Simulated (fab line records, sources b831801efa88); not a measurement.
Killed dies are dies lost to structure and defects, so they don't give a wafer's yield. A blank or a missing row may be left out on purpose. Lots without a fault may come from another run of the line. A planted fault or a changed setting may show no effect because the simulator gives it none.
A struck lot beside a sound one | flow sky130 | 15 steps out of a route of 708
Sound: wafers L342.2, L342.3, L342.4. Struck: wafers L353.1, L353.2, L353.3. The cause comes at the end.
At each step with rows: each side's tool, then ch and its chambers, then its first start. Under that, the readings that differ: sound wafers | struck wafers | difference of the means | sigmas: that difference in standard deviations of wafers without a fault.
alike: readings whose means differ by less than 2 such deviations, and words and numbers that are the same on both sides. not compared: withheld readings, readings that some wafer has no value for, bounds like >300 that may hide the same value, and numbers for which the record gives no deviation and whose values overlap.
The two part at a step that has a row with sigmas, a row that says differs or no value, or rows on one side only. Numbers that don't overlap but have no deviation are shown without sigmas and don't part them. A reading that every wafer of one side lacks parts them only if that side has two wafers or more.

first, 1 step without rows for these wafers: SKY_VT_ADJUST_NCORE_IMPLANT_09.
SKY_VT_ADJUST_NCORE_STRIP_10: strips in O2/N2.
  sound on plasma_asher-04 ch 0,1, day 9 17:43; struck on plasma_asher-03 ch 0,1, day 13 01:46
  alike: drypump_motor_current_A, oes_product_au, strip_time_to_endpoint_s
  not compared: rf_hours_counter_h
SKY_VT_ADJUST_NCORE_TW_MEAS_11:
  sound on film_metro-02, day 9 17:50; struck on film_metro-02, day 13 01:52
  alike: VT_ADJUST_NCORE_TW
then, 7 steps without rows for these wafers: SKY_VT_ADJUST_HVTR_DEHYDRATE_00 (time 60 s); SKY_VT_ADJUST_HVTR_HMDS_01 (prime time 60 s); SKY_VT_ADJUST_HVTR_COAT_02 (resist thk 1140 nm); SKY_VT_ADJUST_HVTR_SOFTBAKE_03 (time 60 s); SKY_VT_ADJUST_HVTR_EXPOSE_04 (exposes mask HVTRM, target cd 380 nm); SKY_VT_ADJUST_HVTR_PEB_05; SKY_VT_ADJUST_HVTR_DEVELOP_06 (develop time 60 s).
SKY_VT_ADJUST_HVTR_CD_MEAS_07: target cd 380 nm.
  sound on cd_sem-02, day 10 16:01; struck on cd_sem-01, day 14 03:32
  alike: cd_nm
SKY_VT_ADJUST_HVTR_OVL_MEAS_08:
  sound on overlay-01, day 10 16:07; struck on overlay-01, day 14 03:40
  alike: VT_ADJUST_HVTR_OVL
SKY_VT_ADJUST_HVTR_IMPLANT_09:
  sound on implanter-03 ch 0, day 10 16:10; struck on implanter-02 ch 0, day 14 03:41
  reading       | sound                            | struck                           | difference  | sigmas
  dose_ions_cm2 | 2.1008e+12 2.1038e+12 2.1016e+12 | 2.0701e+12 2.0702e+12 2.0712e+12 | -3.1567e+10 | -14
SKY_VT_ADJUST_HVTR_STRIP_10: strips in O2/N2.
  sound on plasma_asher-04 ch 0,1, day 10 16:17; struck on plasma_asher-01 ch 0,1, day 14 03:50
  alike: drypump_motor_current_A, oes_product_au, strip_time_to_endpoint_s
  not compared: rf_hours_counter_h
-- the record jumps here: 35 days lie between the struck wafers' starts before and after (it left off in module VT_ADJUST_HVTR and takes up again in module PAD_OPEN, whose first step shown is number 708 of the route) --
SKY_PAD_OPEN_PROBE_99:
  sound on prober-02, day 46 22:55; struck on prober-01, day 49 14:52
  reading         | sound | struck | difference | sigmas
  killed_at_other | 1 1 1 | 0 0 0  | -1         | -2
  alike: killed_at_M0_to_M3, killed_at_M4_up, killed_at_contacts, killed_at_front_end, killed_dies, killed_open, killed_short

WHERE THEY PART
First at SKY_VT_ADJUST_HVTR_IMPLANT_09; last, within this record, at SKY_PAD_OPEN_PROBE_99.

WHY: what the simulator had put in
Process parameter drift: implanter-02, from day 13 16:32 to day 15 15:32, at SKY_VT_ADJUST_HVTR_IMPLANT_09. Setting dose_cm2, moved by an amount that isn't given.
